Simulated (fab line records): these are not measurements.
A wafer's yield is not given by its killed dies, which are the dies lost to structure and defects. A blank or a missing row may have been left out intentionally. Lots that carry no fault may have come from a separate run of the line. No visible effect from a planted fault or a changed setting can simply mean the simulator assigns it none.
Comparing a struck lot with a sound one -- flow sky130 -- 15 steps out of a route of 708
Sound: wafers L315.1, L315.2, L315.5. Struck: wafers L330.3, L330.4, L330.6. Last of all comes the cause.
Per side, at each step with rows, come the tool, then ch with its chambers, and then its first start. Under that, the readings that differ: sound wafers -- struck wafers -- difference of the means -- sigmas: that difference in standard deviations of wafers without a fault.
alike: readings whose means differ by less than 2 such deviations, and words and numbers that are the same on both sides. not compared: withheld readings, readings that some wafer has no value for, bounds like >300 that may hide the same value, and numbers for which the record gives no deviation and whose values overlap.
A row with sigmas, a row that says differs or no value, or rows on one side alone: a step with any of these is where the two part. Numbers that don't overlap but have no deviation are shown without sigmas and don't part them. A reading missing from all wafers of one side parts the sides only when that side holds two or more wafers.

SKY_SPACER_THK_MEAS_01:
  sound: filmMetro-04 at day 23 20:50; struck: filmMetro-04 at day 29 10:07
  alike: SPACER_CVD_00_THK
SKY_SPACER_ETCHBACK_02: etches Si3N4 in CH3F/O2, stops on SiO2, time 46.7 s, target depth 45 nm.
  sound on rieDiel-04 ch 0,2, day 23 20:53; struck on rieDiel-03 ch 0,1,3, day 29 10:10
  alike: O2_flow_sccm, drypumpMotorCurrentA, oesProductAu, throttleValvePct
  not compared: rfHoursCounterH
then, 8 steps without rows for these wafers: SKY_POLY_CUT_DEHYDRATE_00 (time 60 s); SKY_POLY_CUT_HMDS_01 (prime time 60 s); SKY_POLY_CUT_COAT_02 (resist thk 60 nm); SKY_POLY_CUT_COAT_03 (resist thk 450 nm); SKY_POLY_CUT_SOFTBAKE_04 (time 90 s); SKY_POLY_CUT_EXPOSE_05 (exposes mask NPCM, target cd 270 nm); SKY_POLY_CUT_PEB_06; SKY_POLY_CUT_DEVELOP_07 (develop time 60 s).
SKY_POLY_CUT_CD_MEAS_08: the cd target is 270 nm.
  sound: cdSem-01 at day 25 02:36; struck: cdSem-01 at day 30 14:50
  alike: cdNm
SKY_POLY_CUT_OVL_MEAS_09:
  sound: overlay-01 at day 25 02:43; struck: overlay-01 at day 30 14:56
  alike: POLY_CUT_OVL
SKY_POLY_CUT_ETCH_10: etches BARC in N2/H2, stops on SiO2, time 45.9 s, target depth 60 nm.
  sound on rieDiel-03 ch 0,1,3, day 25 02:46; struck on rieDiel-01 ch 1,2, day 30 14:58
  no value came back on the struck wafers for any of 5 readings (biasW (W), chamberPressureMTorr (mTorr) and others); on the sound wafers biasW (W) reads 100.9 100.5 99.7
reading,sound,struck,difference,sigmas
model.KrF-thick_of_POLY_CUT_COAT_03.thkNm (nm),408.4 406.5 407.7,436.6 435.6 436.4,+28.7,
  not compared: rfHoursCounterH
SKY_POLY_CUT_ETCH_11: etches Si3N4 in CF4/CH2F2/Ar, stops on poly-Si, time 42.5 s, target depth 60 nm.
  sound on rieDiel-03 ch 0,1,3, day 25 02:48; struck on rieDiel-01 ch 1,2, day 30 15:00
reading,sound,struck,difference,sigmas
oesProductAu (a.u.),0.824 0.830 0.826,0.370 0.376 0.379,-0.452,-74
throttleValvePct (%),14.983 15.016 15.008,14.946 14.952 14.942,-0.056,-6
  alike: biasW, cf4FlowSccm, drypumpMotorCurrentA
  not compared: rfHoursCounterH
SKY_POLY_CUT_STRIP_12: strips in O2/N2.
  sound on plasmaAsher-02 ch 0,1, day 25 02:50; struck on plasmaAsher-01 ch 0,1, day 30 15:04
reading,sound,struck,difference,sigmas
oesProductAu (a.u.),0.442 0.454 0.457,0.461 0.468 0.461,+0.012,+3
stripTimeToEndpointS (s),5.378 5.331 5.363,5.632 5.629 5.635,+0.275,+16
  alike: drypumpMotorCurrentA
  not compared: rfHoursCounterH

## WHERE THEY PART
First at SKY_POLY_CUT_ETCH_10; last, within this record, at SKY_POLY_CUT_STRIP_12.

WHY: what the simulator had put in
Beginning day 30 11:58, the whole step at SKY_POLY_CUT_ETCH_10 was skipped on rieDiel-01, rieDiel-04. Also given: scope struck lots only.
